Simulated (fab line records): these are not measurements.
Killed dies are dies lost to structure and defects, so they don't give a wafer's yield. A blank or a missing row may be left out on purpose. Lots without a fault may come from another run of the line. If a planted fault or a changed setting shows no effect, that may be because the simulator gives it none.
One fault through the eyes of 2 desks    flow gf180mcu    only its own numbers are on each desk; what lay behind them is given at the end

THE METROLOGY DESK
Lot by lot, what the gauges showed, no matter which tool ran the lot: averages of those sampled wafers that carry a number. A lot is out of limits, marked OUT, if its mean lies more than 4 standard deviations from the usual mean; the brackets give that distance.
Columns: A = V1_W_THK at GF_V1_THK_MEAS_25, usual 351 nm; B = M2_ALCU_RS at GF_M2_RS_MEAS_05, usual 0.0691 ohm/sq; C = M2_ALCU_THK at GF_M2_THK_MEAS_06, usual 447 nm; D = cd-nm at GF_M2_CD_MEAS_14, usual 280.4 nm; E = M2_OVL at GF_M2_OVL_MEAS_15, usual 0 nm
lot   first seen here  A    B       C    D                E
L265  day 20 00:46     350  0.0695  445  281.3            -0
L269  day 21 09:46     352  0.0687  449  279.6            -0
L270  day 21 16:26     352  0.0694  445  306.6 (+20) OUT  -10
L274  day 22 21:37     351  0.0690  448  300.6 (+16) OUT  6
L281  day 25 10:59     353  0.0698  442  278.1            4
L284  day 26 03:44     349  0.0685  450  279.8            4
This desk finds L270, L274 out of limits, L270 being first, at day 22 15:52 (cd-nm at GF_M2_CD_MEAS_14). L265, L269, L281, L284: within limits.

THE TOOL OWNER'S DESK: litho-track-01
At GF_M2_SOFTBAKE_10 (time 60 s), the tool's own readings, given per lot that ran on this tool as the mean of the sampled wafers with a number. A lot is out of limits, marked OUT, if its mean lies more than 4 standard deviations from the usual mean; the brackets give that distance.
Columns: A = exhaust-pa at GF_M2_SOFTBAKE_10, usual 45.0 Pa; B = heater-power-total-W at GF_M2_SOFTBAKE_10, usual 93.05 W; C = plate-temp-C at GF_M2_SOFTBAKE_10, usual 130.00 C; D = resist-line-temp-C at GF_M2_SOFTBAKE_10, usual 23.01 C
lot   first seen here  A     B                        C                         D
L265  day 20 13:29     45.7  93.07                    129.98                    22.96
L269  day 21 21:53     45.1  93.05                    129.95                    22.97
L270  day 22 04:16     45.3  80.44 (-99 or more) OUT  116.42 (-99 or more) OUT  23.03
L274  day 23 09:43     45.1  80.41 (-99 or more) OUT  116.49 (-99 or more) OUT  22.91
L284  day 26 14:47     45.6  93.04                    129.99                    23.10
This desk finds L270, L274 out of limits, L270 being first, at day 22 04:16 (heater-power-total-W at GF_M2_SOFTBAKE_10). L265, L269, L284: within limits.

BROUGHT TOGETHER
The tool owner's desk had the chance to raise an alarm at day 22 04:16 on L270, L274.
An alarm was possible from the metrology desk at day 22 15:52, on L270, L274.
Every lot named ran GF_M2_SOFTBAKE_10 on litho-track-01.

WHAT WAS PUT IN BY THE SIMULATOR
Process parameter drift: litho-track-01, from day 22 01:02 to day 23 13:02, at GF_M2_SOFTBAKE_10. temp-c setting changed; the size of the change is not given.
Lots struck among those shown: L270, L274.
Counting hours from when the fault started, the first reading out of limits came at 3 for the tool owner's desk and at 15 for the metrology desk.
